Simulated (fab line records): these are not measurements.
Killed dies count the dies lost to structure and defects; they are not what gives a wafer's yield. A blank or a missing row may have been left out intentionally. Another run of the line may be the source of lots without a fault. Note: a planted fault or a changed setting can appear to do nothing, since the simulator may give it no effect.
Chamber matching ; flow sky130 ; SKY_LI_CONTACT_ETCH_14 on rieDiel-03 has 4 sister chambers
The step etches BARC in N2/H2, stops on SiO2, time 45.9 s, target depth 60 nm. 8 wafers are shown with their chamber, then 9 later ones without.

EACH WAFER AND ITS CHAMBER
wafer;chamber;oesProductAu (a.u.);throttleValvePct (%)
L087.5;3;0.861;13.231
L088.5;2;0.859;13.228
L090.2;0;0.850;13.214
L090.5;1;0.854;13.239
L090.6;0;0.850;13.207
L093.2;2;0.845;13.226
L093.3;1;0.852;13.231
L093.5;3;0.856;13.216

WAFERS WITH NO CHAMBER GIVEN
wafer;oesProductAu (a.u.);throttleValvePct (%)
L094.3;0.851;13.209
L094.5;0.855;13.229
L094.6;0.848;13.225
L096.1;0.860;13.228
L096.3;0.851;13.221
L096.5;0.850;13.215
L097.2;0.845;13.233
L097.3;0.853;13.214
L097.5;0.855;13.225

WHICH CHAMBER EACH WENT THROUGH
wafer;from the rows above;in truth
L094.3;0;0
L094.5;can't be placed: 2 or 1 or 3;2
L094.6;can't be placed: 2 or 1 or 3 or 0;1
L096.1;can't be placed: 3 or 2 or 1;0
L096.3;can't be placed: 2 or 3 or 0 or 1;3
L096.5;can't be placed: 0 or 2 or 3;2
L097.2;can't be placed: 1 or 2 or 3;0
L097.3;can't be placed: 0 or 3 or 2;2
L097.5;can't be placed: 2 or 3 or 1 or 0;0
Placed correctly: 1 of 9. Can't be placed from these rows: 8 (the true chamber is among the candidates in 6). Placed wrongly: 0.
How it was worked out, from the rows above alone: a wafer's distance from a chamber is the root of the sum, over the readings, of the square of ((its reading less the chamber's mean) divided by the reading's scatter). The wafer belongs to the nearest chamber; if the next one is less than 2 further off, it can't be placed. Each chamber's mean is taken over the wafers shown for it. How the scatter is found: for the shown wafers, subtract from each reading the mean of its chamber, square and add these, divide the total by (wafers less chambers), then take the root.
